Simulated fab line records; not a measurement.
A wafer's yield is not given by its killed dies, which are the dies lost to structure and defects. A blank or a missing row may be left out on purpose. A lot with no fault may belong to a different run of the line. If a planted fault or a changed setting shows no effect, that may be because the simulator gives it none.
One fault seen from 2 desks    flow sfq line    numbers are kept per desk, each desk with only its own; the story behind them comes last

## METROLOGY DESK
Means of the sampled wafers that have a number, per lot and without regard to the tool the lot ran on: this is what the gauges read. Marked OUT: a lot whose mean sits more than 4 standard deviations from the usual mean, which makes it out of limits; the brackets give that distance.
Columns: A = M2_NB_RS at SFQ_M2_RS_MEAS_914, usual 0.887 ohm/sq; B = M2_OVL at SFQ_M2_OVL_MEAS_916, usual -3 nm
lot   first seen here  A      B
L943  day 25 21:49     0.899  3
L944  day 26 14:04     0.901  -4
L945  day 26 22:36     0.871  6
L946  day 27 05:35     0.886  0
L956  day 32 06:02     0.886  -3
L958  day 34 04:37     0.890  -8
L960  day 34 07:00     0.875  1
Result from this desk: across the 7 lots, nothing is out of limits.

## AT THE TOOL OWNER'S DESK: litho track-03
The tool's own readings at SFQ_TRILAYER_M2_LITHO_PEB_060 (peb time 60 s): means of the sampled wafers that have a number, for each lot that ran on this tool. Marked OUT: a lot whose mean sits more than 4 standard deviations from the usual mean, which makes it out of limits; the brackets give that distance.
Columns: A = heater power total W at SFQ_TRILAYER_M2_LITHO_PEB_060, usual 79.16 W
lot   first seen here  A
L943  day 32 12:06     79.63 (+6.9) OUT
L944  day 33 02:27     79.88 (+11) OUT
L945  day 33 10:55     80.55 (+20) OUT
L958  day 39 19:34     79.11
L960  day 39 21:56     79.18
Finding of this desk: L943, L944, L945 out of limits; the first was L943 at day 32 12:06, on heater power total W at SFQ_TRILAYER_M2_LITHO_PEB_060. In limits: L958, L960.

## PUT TOGETHER
On L943, L944, L945, at day 32 12:06, an alarm was possible from the tool owner's desk.
Metrology desk: nothing out of limits seen.
The metrology desk has L943, L944, L945 on record, within its limits.
The lots listed all ran SFQ_TRILAYER_M2_LITHO_PEB_060 on litho track-03.

## WHAT THE SIMULATOR HAD PUT IN
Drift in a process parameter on litho track-03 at SFQ_TRILAYER_M2_LITHO_PEB_060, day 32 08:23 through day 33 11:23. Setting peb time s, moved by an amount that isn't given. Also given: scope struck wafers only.
Lots struck among those shown: L943, L944, L945.
Delay in hours, fault start to first out-of-limits reading, by desk: the tool owner's desk at 4.
